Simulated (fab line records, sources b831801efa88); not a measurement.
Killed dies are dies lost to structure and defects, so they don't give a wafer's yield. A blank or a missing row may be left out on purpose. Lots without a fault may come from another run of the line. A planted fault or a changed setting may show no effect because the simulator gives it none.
Which tool did it? | flow sky130 | 6 lots, 18 wafers sampled, at 2 steps of a route of 708

WHAT THE GAUGES READ, wafer by wafer
SKY_METAL4_OVL_MEAS_14.
lot  | measured     | on         | METAL4_OVL (nm)
L198 | day 42 02:47 | overlay-02 | 2 0 -4
L202 | day 43 02:56 | overlay-01 | 11 2 7
L206 | day 44 09:20 | overlay-02 | 8 1 2
L207 | day 44 16:26 | overlay-02 | 6 5 7
L212 | day 46 03:57 | overlay-02 | -2 1 5
L216 | day 47 09:47 | overlay-01 | 10 13 8

WHICH TOOL RAN EACH LOT (tool, then ch and the chambers of the sampled wafers, then the start)
lot  | SKY_LI_CONTACT_ETCH_15
L198 | rie_diel-01 ch 0,1,2, day 29 06:26
L202 | rie_diel-02 ch 0,1,2, day 30 12:44
L206 | rie_diel-03 ch 0,1,3, day 32 01:41
L207 | rie_diel-01 ch 1,2,3, day 32 11:53
L212 | rie_diel-02 ch 0,2,3, day 34 05:56
L216 | rie_diel-03 ch 2,3, day 35 22:47
- SKY_LI_CONTACT_ETCH_15: etches PSG in C4F8/O2/Ar, stops on Si, target depth 600 nm.

THE ANSWER, worked out from the rows above alone
Rule: what is usual is taken from the lots themselves. Put in order of their means at a reading, lots are off if they are a third of the lots or fewer, leave a main group of 4 or more, and stand apart from it by a gap of 3 or more times the standard deviation of the main group's means; of several such gaps the widest counts. A main group whose means are all the same, to the digits that the tables above print for the reading, isn't used. A lot without any number at a reading at which 4 lots or more have one is off too. The other lots that the step has rows for count as sound.
No lot is off at any reading shown: from this, nothing can be told.

WHAT THE SIMULATOR HAD PUT IN
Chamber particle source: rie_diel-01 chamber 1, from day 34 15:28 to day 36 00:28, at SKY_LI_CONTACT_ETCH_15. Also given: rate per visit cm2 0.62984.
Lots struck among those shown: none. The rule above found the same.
